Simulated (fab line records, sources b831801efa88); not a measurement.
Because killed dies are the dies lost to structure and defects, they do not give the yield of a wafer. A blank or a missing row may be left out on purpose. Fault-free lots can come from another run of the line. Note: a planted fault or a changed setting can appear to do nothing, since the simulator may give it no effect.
What tool caused it? | flow gf180mcu | 14 lots, 42 wafers sampled, at 5 steps of a route of 602

== WHAT EACH GAUGE READ, for each wafer ==
GF_SAB_THK_MEAS_01.
lot  | measured     | on            | SAB_CVD_00_THK (nm)
L624 | day 14 19:17 | film metro-02 | 50.0 50.6 50.1
L626 | day 15 00:29 | film metro-02 | 49.6 49.9 49.9
L627 | day 15 17:55 | film metro-02 | 49.8 49.9 50.4
L628 | day 15 22:05 | film metro-02 | 49.4 49.2 50.8
L629 | day 16 02:57 | film metro-03 | 49.3 50.2 49.8
L630 | day 16 20:41 | film metro-03 | 48.9 49.9 49.9
L631 | day 17 01:44 | film metro-03 | 50.5 50.2 49.8
L638 | day 19 14:14 | film metro-04 | 51.1 51.5 50.0
L639 | day 19 21:58 | film metro-02 | 49.9 50.6 51.7
L640 | day 20 02:26 | film metro-02 | 48.9 49.6 49.8
L641 | day 20 12:08 | film metro-02 | 49.8 49.6 50.3
L644 | day 21 10:25 | film metro-03 | 51.3 50.2 51.8
L645 | day 22 03:44 | film metro-02 | 49.0 49.7 50.6
L646 | day 22 07:35 | film metro-04 | 50.5 50.0 51.0

GF_SALICIDE_RS_MEAS_04: the measuring method here is four-point-probe.
lot  | measured     | on            | SALICIDE_TIN_RS (ohm/sq)
L624 | day 15 17:16 | film metro-01 | 16.1 16.4 15.9
L626 | day 15 23:16 | film metro-02 | 16.0 15.8 16.1
L627 | day 16 16:13 | film metro-01 | 16.5 16.7 16.0
L628 | day 16 20:57 | film metro-02 | 16.6 16.2 16.8
L629 | day 17 01:44 | film metro-04 | 20.0 19.9 19.1
L630 | day 17 20:50 | film metro-02 | 16.7 16.2 16.3
L631 | day 18 01:52 | film metro-01 | 20.4 19.4 19.8
L638 | day 20 15:19 | film metro-01 | 16.4 16.8 16.8
L639 | day 20 22:32 | film metro-02 | 16.6 16.9 16.2
L640 | day 21 03:34 | film metro-02 | 16.1 15.9 16.2
L641 | day 21 11:58 | film metro-02 | 16.2 16.1 16.7
L644 | day 22 10:47 | film metro-01 | 16.8 16.0 16.5
L645 | day 23 03:26 | film metro-02 | 16.7 16.2 16.2
L646 | day 23 07:14 | film metro-04 | 15.8 16.3 16.3

GF_CONTACT_CD_MEAS_14 targets a cd of 220 nm.
lot  | measured     | on        | cd nm (nm)
L624 | day 16 16:46 | cd sem-01 | 220.1 220.7 219.8
L626 | day 16 22:12 | cd sem-01 | 221.3 220.9 221.1
L627 | day 17 15:50 | cd sem-02 | 218.6 218.3 219.9
L628 | day 17 21:35 | cd sem-02 | 219.0 219.5 219.3
L629 | day 18 02:06 | cd sem-02 | 218.7 219.6 219.8
L630 | day 18 21:53 | cd sem-01 | 219.7 220.2 219.6
L631 | day 19 04:17 | cd sem-01 | 221.9 223.1 223.2
L638 | day 21 15:19 | cd sem-01 | 217.2 216.7 217.2
L639 | day 21 23:44 | cd sem-01 | 221.3 221.7 221.7
L640 | day 22 04:17 | cd sem-01 | 218.7 219.0 219.6
L641 | day 22 12:02 | cd sem-02 | 221.5 221.2 221.8
L644 | day 23 10:23 | cd sem-01 | 221.9 220.1 221.5
L645 | day 24 02:46 | cd sem-01 | 217.7 217.1 218.0
L646 | day 24 07:04 | cd sem-02 | 219.3 218.6 219.6

== WHICH TOOL RAN EACH LOT (tool, then ch and the chambers of the sampled wafers, then the start) ==
lot  | GF_SALICIDE_SPUTTER_02       | GF_CONTACT_CMP_04
L624 | pvd sputter-01, day 15 17:11 | cmp-01 ch 0,1,2, day 15 18:05
L626 | pvd sputter-01, day 15 23:11 | cmp-02 ch 0,1,3, day 15 23:57
L627 | pvd sputter-01, day 16 16:10 | cmp-01 ch 1,2, day 16 16:55
L628 | pvd sputter-04, day 16 20:53 | cmp-01 ch 0,1,3, day 16 21:39
L629 | pvd sputter-01, day 17 01:39 | cmp-02 ch 0,1,3, day 17 02:27
L630 | pvd sputter-04, day 17 20:47 | cmp-01 ch 0,1,2, day 17 21:32
L631 | pvd sputter-01, day 18 01:49 | cmp-01 ch 1,2,3, day 18 04:08
L638 | pvd sputter-02, day 20 15:16 | cmp-02 ch 0,2,3, day 20 16:16
L639 | pvd sputter-01, day 20 22:29 | cmp-02 ch 1,2,3, day 20 23:15
L640 | pvd sputter-01, day 21 03:31 | cmp-02 ch 0,1,2, day 21 04:24
L641 | pvd sputter-04, day 21 11:50 | cmp-01 ch 0,1,3, day 21 12:43
L644 | pvd sputter-01, day 22 10:39 | cmp-02 ch 0,1,2, day 22 11:34
L645 | pvd sputter-04, day 23 03:22 | cmp-01 ch 0,1,2, day 23 04:08
L646 | pvd sputter-01, day 23 07:11 | cmp-01 ch 0,2,3, day 23 08:11
- GF_SALICIDE_SPUTTER_02: material Co, target thk 10 nm, time 20 s.
- GF_CONTACT_CMP_04: polishes SiO2.

== WHAT THE TOOLS THEMSELVES READ (means of the sampled wafers that have a number; where no wafer has one, the mark that the record gives instead) ==
GF_SALICIDE_SPUTTER_02.
lot  | tool           | throttle valve pct (%)
L624 | pvd sputter-01 | 29.7
L626 | pvd sputter-01 | 29.6
L627 | pvd sputter-01 | 29.9
L628 | pvd sputter-04 | 30.3
L629 | pvd sputter-01 | 30.0
L630 | pvd sputter-04 | 30.1
L631 | pvd sputter-01 | 29.8
L638 | pvd sputter-02 | 30.3
L639 | pvd sputter-01 | 29.9
L640 | pvd sputter-01 | 29.8
L641 | pvd sputter-04 | 30.8
L644 | pvd sputter-01 | 29.8
L645 | pvd sputter-04 | 30.6
L646 | pvd sputter-01 | 30.1

GF_CONTACT_CMP_04.
lot  | tool   | motor current A (A) | time to endpoint s (s)
L624 | cmp-01 | 11.9                | 115
L626 | cmp-02 | 14.2                | 102
L627 | cmp-01 | 11.3                | 109
L628 | cmp-01 | 11.1                | 110
L629 | cmp-02 | 14.8                | 112
L630 | cmp-01 | 11.8                | 107
L631 | cmp-01 | 10.7                | 105
L638 | cmp-02 | 12.9                | 113
L639 | cmp-02 | 13.4                | 111
L640 | cmp-02 | 14.2                | 116
L641 | cmp-01 | 11.1                | 113
L644 | cmp-02 | 13.5                | 117
L645 | cmp-01 | 11.1                | 105
L646 | cmp-01 | 10.9                | 109

== THE ANSWER, worked out from the rows above alone ==
Rule: the usual values come from the lots themselves. The widest of any qualifying gaps counts: lots, ordered by their means at a reading, are off when they make up no more than a third of the lots, leave a main group of 4 or more, and stand apart from it by 3 or more times the standard deviation of that group's means. A main group is skipped when, at the precision printed for the reading in the tables above, its means are all equal. Also off: a lot with no number at a reading for which 4 or more lots have one. The other lots that the step has rows for count as sound. After the gauges, taken in route order, come the tools' own readings; for these a lot's mean is taken, as printed above. The first step at which some lot is off is used, and at that step the reading that is off furthest; a lot without a number counts as furthest.
Off: L629, L631, seen at GF_SALICIDE_RS_MEAS_04 (SALICIDE_TIN_RS). For the main group the mean is 16.3 ohm/sq and the standard deviation 0.21.
If a tool, at a process step before that reading, ran all the lots that are off and no sound lot after the first of them, it fits. The gauges at GF_SALICIDE_RS_MEAS_04 are tried like those tools. Of those tried, none fits.

== WHAT WAS PUT IN BY THE SIMULATOR ==
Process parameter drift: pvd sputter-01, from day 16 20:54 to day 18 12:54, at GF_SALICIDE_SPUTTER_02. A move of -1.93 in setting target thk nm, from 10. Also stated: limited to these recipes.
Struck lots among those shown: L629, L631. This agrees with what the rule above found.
